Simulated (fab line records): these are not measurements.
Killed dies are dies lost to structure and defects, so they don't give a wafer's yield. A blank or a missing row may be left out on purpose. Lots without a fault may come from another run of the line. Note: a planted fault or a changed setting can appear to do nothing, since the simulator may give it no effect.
Tool commonality check	flow sky130	Lots sampled 11, wafers sampled 33

THE REASON FOR OPENING IT
3 of 11 lots carry a flag on the reading SD_N_RS at SKY_SD_N_RS_MEAS_16. No-fault wafers: 68.55 ohm/sq, standard deviation 0.16.
Rule: a lot is flagged when every wafer of it that has a number lies more than 4 standard deviations from that mean, or none has a number. The other lots count as sound.

lot	measured	on	SD_N_RS (ohm/sq), wafer by wafer	flag
L895	day 28 00:23	film metro-01	68.54 68.32 68.30	
L897	day 29 00:53	film metro-02	68.60 68.63 68.77	
L899	day 29 17:20	film metro-01	68.52 68.56 68.32	
L901	day 30 09:22	film metro-02	68.52 68.53 68.50	
L902	day 30 17:07	film metro-02	68.75 68.70 68.79	
L906	day 31 22:32	film metro-01	65.95 65.91 65.94	FLAGGED
L908	day 32 21:25	film metro-02	66.31 66.13 66.12	FLAGGED
L909	day 33 08:49	film metro-01	66.00 66.02 66.02	FLAGGED
L915	day 34 23:43	film metro-02	68.78 68.67 68.67	
L917	day 35 08:08	film metro-02	68.73 68.76 68.74	
L916	day 35 10:37	film metro-03	68.58 68.66 68.50	
On average the flagged lots' numbers are 66.04 ohm/sq, which is -2.51 ohm/sq against the usual, or -16 standard deviations.

TOOL THAT RAN EACH LOT
3 process steps preceding the reading are held in the record, out of 708 steps in the route. Read each cell as the tool, then ch plus the chambers that the sampled wafers visited, then the start.
lot	flag	SKY_SD_P_STRIP_10	SKY_SD_N_IMPLANT_09	SKY_SD_N_STRIP_11
L895		plasma asher-01 ch 0,1, day 25 12:56	implanter-01 ch 0, day 27 23:42	plasma asher-01 ch 0,1, day 27 23:59
L897		plasma asher-02 ch 1, day 26 14:14	implanter-01 ch 0, day 29 00:13	plasma asher-04 ch 0,1, day 29 00:29
L899		plasma asher-03 ch 0,1, day 27 06:54	implanter-04 ch 0, day 29 16:40	plasma asher-01 ch 0, day 29 16:56
L901		plasma asher-02 ch 0,1, day 28 00:08	implanter-04 ch 0, day 30 08:41	plasma asher-02 ch 0,1, day 30 08:57
L902		plasma asher-03 ch 0,1, day 28 08:17	implanter-04 ch 0, day 30 16:26	plasma asher-02 ch 0,1, day 30 16:44
L906	FLAGGED	plasma asher-03 ch 0,1, day 29 13:48	implanter-04 ch 0, day 31 21:51	plasma asher-02 ch 0,1, day 31 22:08
L908	FLAGGED	plasma asher-02 ch 0,1, day 30 13:33	implanter-04 ch 0, day 32 20:44	plasma asher-02 ch 0,1, day 32 21:02
L909	FLAGGED	plasma asher-01 ch 0,1, day 31 02:41	implanter-04 ch 0, day 33 08:08	plasma asher-02 ch 0,1, day 33 08:26
L915		plasma asher-01 ch 0,1, day 32 17:53	implanter-01 ch 0, day 34 23:02	plasma asher-04 ch 0,1, day 34 23:18
L917		plasma asher-01 ch 1, day 33 02:44	implanter-03 ch 0, day 35 07:27	plasma asher-04 ch 0,1, day 35 07:45
L916		plasma asher-01 ch 0,1, day 33 05:29	implanter-04 ch 0, day 35 09:56	plasma asher-02 ch 0,1, day 35 10:14
These steps, and what they do:
- SKY_SD_P_STRIP_10: strips in O2/N2.
- SKY_SD_N_IMPLANT_09
- SKY_SD_N_STRIP_11: strips in O2/N2.
- SKY_SD_N_RS_MEAS_16: measures by four-point-probe.

FLAGGED AGAINST TOTAL, ONE TOOL AT A TIME (gauges that did the reading follow at the end)
step	tool	lots run	flagged	share of the flagged lots	sound lots run after its first flagged lot
SKY_SD_P_STRIP_10	plasma asher-01	5	1	some	3 (L915,L917,L916)
SKY_SD_P_STRIP_10	plasma asher-02	3	1	some	0
SKY_SD_P_STRIP_10	plasma asher-03	3	1	some	0
SKY_SD_N_IMPLANT_09	implanter-01	3	0	none	-
SKY_SD_N_IMPLANT_09	implanter-03	1	0	none	-
SKY_SD_N_IMPLANT_09	implanter-04	7	3	all	1 (L916)
SKY_SD_N_STRIP_11	plasma asher-01	2	0	none	-
SKY_SD_N_STRIP_11	plasma asher-02	6	3	all	1 (L916)
SKY_SD_N_STRIP_11	plasma asher-04	3	0	none	-
SKY_SD_N_RS_MEAS_16	film metro-01	4	2	some	0
SKY_SD_N_RS_MEAS_16	film metro-02	6	1	some	2 (L915,L917)
SKY_SD_N_RS_MEAS_16	film metro-03	1	0	none	-

WHAT THE TABLE ALLOWS
2 rows of the table ran every flagged lot: implanter-04 at SKY_SD_N_IMPLANT_09, plasma asher-02 at SKY_SD_N_STRIP_11.
- implanter-04 at SKY_SD_N_IMPLANT_09: 3 of its 7 lots flagged. After the first flagged lot (L916), sound lots still ran on it; a lasting fault on the whole tool would not permit that. Its own readings lie more than 4 standard deviations out on every wafer of the flagged lots: dose ions cm2.
- plasma asher-02 at SKY_SD_N_STRIP_11: 3 of its 6 lots flagged. After the first flagged lot (L916), sound lots still ran on it; a lasting fault on the whole tool would not permit that. Its own readings lie more than 4 standard deviations out on every wafer of the flagged lots: strip time to endpoint s.
None of the table's rows ran every flagged lot and, after the first, no sound lot.

WHAT THE SIMULATOR HAD INSERTED
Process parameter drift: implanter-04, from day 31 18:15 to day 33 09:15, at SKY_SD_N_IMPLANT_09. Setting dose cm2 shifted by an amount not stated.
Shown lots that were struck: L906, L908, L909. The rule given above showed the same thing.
